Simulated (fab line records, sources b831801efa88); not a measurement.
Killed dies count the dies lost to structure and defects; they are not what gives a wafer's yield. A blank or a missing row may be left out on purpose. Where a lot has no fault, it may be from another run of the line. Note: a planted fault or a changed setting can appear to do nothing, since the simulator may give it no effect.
Which tool did it?	flow sky130	72 wafers from 24 lots sampled at 3 of the route's 708 steps

## WHAT EACH GAUGE READ, for each wafer
SKY_METAL2_OVL_MEAS_16.
lot	measured	on	METAL2_OVL (nm)
L074	day 36 00:35	overlay-01	-4 -6 -7
L075	day 36 11:59	overlay-02	-8 -3 -5
L076	day 36 14:11	overlay-02	2 4 1
L077	day 37 02:55	overlay-02	0 2 8
L078	day 37 11:17	overlay-01	-2 -9 -4
L079	day 37 12:14	overlay-01	-7 -3 -6
L080	day 37 18:42	overlay-02	-7 2 -6
L081	day 38 10:56	overlay-02	3 5 -6
L082	day 38 15:56	overlay-01	4 1 0
L083	day 39 01:14	overlay-02	-6 -5 0
L084	day 39 06:17	overlay-01	-13 -9 -10
L085	day 39 14:29	overlay-01	4 3 4
L086	day 39 16:44	overlay-01	2 -6 -5
L087	day 39 23:59	overlay-02	2 -5 10
L088	day 40 12:09	overlay-02	-2 1 4
L089	day 40 17:08	overlay-02	-3 0 -2
L090	day 41 06:14	overlay-01	6 6 7
L091	day 41 11:13	overlay-01	-3 5 -6
L092	day 41 11:35	overlay-01	1 -1 3
L093	day 41 17:34	overlay-01	4 3 9
L094	day 42 01:19	overlay-02	-1 -7 -9
L095	day 42 09:49	overlay-01	2 3 -2
L096	day 42 11:24	overlay-01	-5 4 0
L097	day 42 15:20	overlay-01	5 4 9

## EACH LOT AND THE TOOL THAT RAN IT (in order: tool; ch and the chambers of the sampled wafers; start)
lot	SKY_LOCAL_INTERCONNECT_SPUTTER_00	SKY_VIA1_CMP_02
L074	pvd-sputter-03, day 29 23:33	cmp-02 ch 2,3, day 33 16:02
L075	pvd-sputter-02, day 30 10:07	cmp-02 ch 0,1,3, day 34 03:04
L076	pvd-sputter-02, day 30 13:20	cmp-01 ch 1,2,3, day 34 06:31
L077	pvd-sputter-04, day 31 03:23	cmp-01 ch 0,1,2, day 34 19:57
L078	pvd-sputter-04, day 31 13:24	cmp-02 ch 0,2,3, day 35 04:40
L079	pvd-sputter-04, day 31 14:19	cmp-01 ch 2,3, day 35 04:53
L080	pvd-sputter-04, day 31 21:09	cmp-02 ch 0,1,2, day 35 11:44
L081	pvd-sputter-03, day 32 13:37	cmp-01 ch 0,1, day 36 03:46
L082	pvd-sputter-04, day 32 19:59	cmp-02 ch 0,2,3, day 36 09:23
L083	pvd-sputter-03, day 33 03:33	cmp-01 ch 1,2,3, day 36 18:07
L084	pvd-sputter-04, day 33 07:51	cmp-01 ch 0,2, day 36 22:48
L085	pvd-sputter-04, day 33 19:35	cmp-01 ch 0,1,2, day 37 08:29
L086	pvd-sputter-03, day 33 19:57	cmp-02 ch 1,3, day 37 09:43
L087	pvd-sputter-04, day 34 06:22	cmp-02 ch 0,1,2, day 37 18:55
L088	pvd-sputter-03, day 34 17:07	cmp-02 ch 0,2,3, day 38 07:07
L089	pvd-sputter-03, day 34 23:41	cmp-02 ch 0,3, day 38 13:04
L090	pvd-sputter-02, day 35 13:37	cmp-02 ch 0,1,3, day 39 03:25
L091	pvd-sputter-04, day 35 17:13	cmp-01 ch 0,1,2, day 39 05:59
L092	pvd-sputter-04, day 35 19:16	cmp-01 ch 0,2, day 39 07:18
L093	pvd-sputter-03, day 36 01:37	cmp-01 ch 0,2,3, day 39 13:02
L094	pvd-sputter-04, day 36 11:08	cmp-02 ch 0,1,3, day 39 22:13
L095	pvd-sputter-04, day 36 20:34	cmp-02 ch 2,3, day 40 07:07
L096	pvd-sputter-03, day 36 22:07	cmp-01 ch 1,2,3, day 40 08:44
L097	pvd-sputter-04, day 37 01:16	cmp-01 ch 1,2, day 40 12:07
- SKY_LOCAL_INTERCONNECT_SPUTTER_00: material TiN, target thk 100 nm, time 83.3 s.
- SKY_VIA1_CMP_02: polishes SiO2.

## AS READ BY THE TOOLS THEMSELVES (means over the sampled wafers that have a number; for cases with no such wafer, the mark the record gives instead)
SKY_LOCAL_INTERCONNECT_SPUTTER_00.
lot	tool	throttle-valve-pct (%)
L074	pvd-sputter-03	30.1
L075	pvd-sputter-02	29.6
L076	pvd-sputter-02	28.4
L077	pvd-sputter-04	29.3
L078	pvd-sputter-04	29.3
L079	pvd-sputter-04	29.3
L080	pvd-sputter-04	29.6
L081	pvd-sputter-03	30.1
L082	pvd-sputter-04	29.5
L083	pvd-sputter-03	29.8
L084	pvd-sputter-04	29.4
L085	pvd-sputter-04	29.9
L086	pvd-sputter-03	29.6
L087	pvd-sputter-04	29.6
L088	pvd-sputter-03	30.0
L089	pvd-sputter-03	30.0
L090	pvd-sputter-02	28.9
L091	pvd-sputter-04	29.7
L092	pvd-sputter-04	30.0
L093	pvd-sputter-03	29.4
L094	pvd-sputter-04	29.3
L095	pvd-sputter-04	29.8
L096	pvd-sputter-03	30.0
L097	pvd-sputter-04	30.3

SKY_VIA1_CMP_02.
lot	tool	motor-current-A (A)
L074	cmp-02	12.8
L075	cmp-02	11.8
L076	cmp-01	12.2
L077	cmp-01	12.2
L078	cmp-02	11.8
L079	cmp-01	12.7
L080	cmp-02	11.3
L081	cmp-01	12.4
L082	cmp-02	11.9
L083	cmp-01	12.5
L084	cmp-01	12.6
L085	cmp-01	12.0
L086	cmp-02	13.2
L087	cmp-02	11.6
L088	cmp-02	12.2
L089	cmp-02	12.8
L090	cmp-02	12.4
L091	cmp-01	12.3
L092	cmp-01	12.2
L093	cmp-01	12.2
L094	cmp-02	12.4
L095	cmp-02	12.8
L096	cmp-01	12.5
L097	cmp-01	12.6

## THE ANSWER, worked out from the rows above alone
Rule: the usual values come from the lots themselves. The widest of any qualifying gaps counts: lots, ordered by their means at a reading, are off when they make up no more than a third of the lots, leave a main group of 4 or more, and stand apart from it by 3 or more times the standard deviation of that group's means. A main group whose means are all the same, to the digits that the tables above print for the reading, isn't used. A lot without any number at a reading at which 4 lots or more have one is off too. The other lots that the step has rows for count as sound. First the gauges in route order, then the tools' own readings, where a lot's mean is used as printed above. At the first step where some lot is off, the reading lying furthest off is the one used; lots without a number count as furthest.
None of the lots is off at any reading shown; this tells nothing.

## WHAT THE SIMULATOR HAD PUT IN
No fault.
